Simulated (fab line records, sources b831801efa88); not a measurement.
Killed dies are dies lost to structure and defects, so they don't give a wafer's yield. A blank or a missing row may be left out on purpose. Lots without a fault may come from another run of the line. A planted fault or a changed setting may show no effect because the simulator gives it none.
A struck lot beside a sound one | flow sky130 | 16 steps out of a route of 708
Sound: wafers L380.1, L380.2, L380.6. Struck: wafers L384.1, L384.2, L384.3. The cause comes at the end.
At each step with rows: each side's tool, then ch and its chambers, then its first start. Under that, the readings that differ: sound wafers | struck wafers | difference of the means | sigmas: that difference in standard deviations of wafers without a fault.
alike: readings whose means differ by less than 2 such deviations, and words and numbers that are the same on both sides. not compared: withheld readings, readings that some wafer has no value for, bounds like >300 that may hide the same value, and numbers for which the record gives no deviation and whose values overlap.
The two part at a step that has a row with sigmas, a row that says differs or no value, or rows on one side only. Numbers that don't overlap but have no deviation are shown without sigmas and don't part them. A reading that every wafer of one side lacks parts them only if that side has two wafers or more.

first, 1 step without rows for these wafers: SKY_LDD_N_IMPLANT_15.
SKY_LDD_N_STRIP_16: strips in O2/N2.
  sound on plasma_asher-04 ch 0,1, day 18 20:43; struck on plasma_asher-01 ch 0,1, day 21 03:13
  alike: chamber_pressure_mTorr, drypump_motor_current_A, oes_product_au, strip_time_to_endpoint_s
  not compared: rf_hours_counter_h
SKY_LDD_N_TW_MEAS_17:
  sound on film_metro-01, day 18 20:49; struck on film_metro-01, day 21 03:19
  alike: LDD_N_TW
then, 7 steps without rows for these wafers: SKY_LDD_P_DEHYDRATE_00 (time 60 s); SKY_LDD_P_HMDS_01 (prime time 60 s); SKY_LDD_P_COAT_02 (resist thk 1140 nm); SKY_LDD_P_SOFTBAKE_03 (time 60 s); SKY_LDD_P_EXPOSE_04 (exposes mask PSDM, target cd 380 nm); SKY_LDD_P_PEB_05; SKY_LDD_P_DEVELOP_06 (develop time 60 s).
SKY_LDD_P_CD_MEAS_07: target cd 380 nm.
  sound on cd_sem-02, day 20 04:06; struck on cd_sem-02, day 22 09:54
  alike: cd_nm
SKY_LDD_P_OVL_MEAS_08:
  sound on overlay-01, day 20 04:13; struck on overlay-02, day 22 10:01
  alike: LDD_P_OVL
SKY_LDD_P_IMPLANT_09:
  sound on implanter-01 ch 0, day 20 04:16; struck on implanter-04 ch 0, day 22 10:04
  reading                   | sound             | struck            | difference | sigmas
  implant_ion_amu           | 49 49 49          | 75 75 75          | +26        |
  model.implant.drp_nm (nm) | 11.41 11.41 11.41 | 8.431 8.431 8.431 | -2.979     |
  model.implant.rp_nm (nm)  | 20.09 20.09 20.09 | 18.66 18.66 18.66 | -1.43      |
SKY_LDD_P_STRIP_10: strips in O2/N2.
  sound on plasma_asher-03 ch 0,1, day 20 04:25; struck on plasma_asher-03 ch 0,1, day 22 10:13
  alike: chamber_pressure_mTorr, drypump_motor_current_A, oes_product_au, strip_time_to_endpoint_s
  not compared: rf_hours_counter_h
SKY_LDD_P_TW_MEAS_11:
  sound on film_metro-04, day 20 04:31; struck on film_metro-02, day 22 10:32
  reading  | sound       | struck         | difference | sigmas
  LDD_P_TW | 634 637 633 | 1061 1057 1059 | +424       | +96
  not compared: hold
SKY_PAD_OPEN_PROBE_99:
  the record has rows for the sound wafers here (prober-01, day 46 15:19) and none for the struck ones

WHERE THEY PART
First at SKY_LDD_P_TW_MEAS_11; last, within this record, at SKY_PAD_OPEN_PROBE_99.

WHY: what the simulator had put in
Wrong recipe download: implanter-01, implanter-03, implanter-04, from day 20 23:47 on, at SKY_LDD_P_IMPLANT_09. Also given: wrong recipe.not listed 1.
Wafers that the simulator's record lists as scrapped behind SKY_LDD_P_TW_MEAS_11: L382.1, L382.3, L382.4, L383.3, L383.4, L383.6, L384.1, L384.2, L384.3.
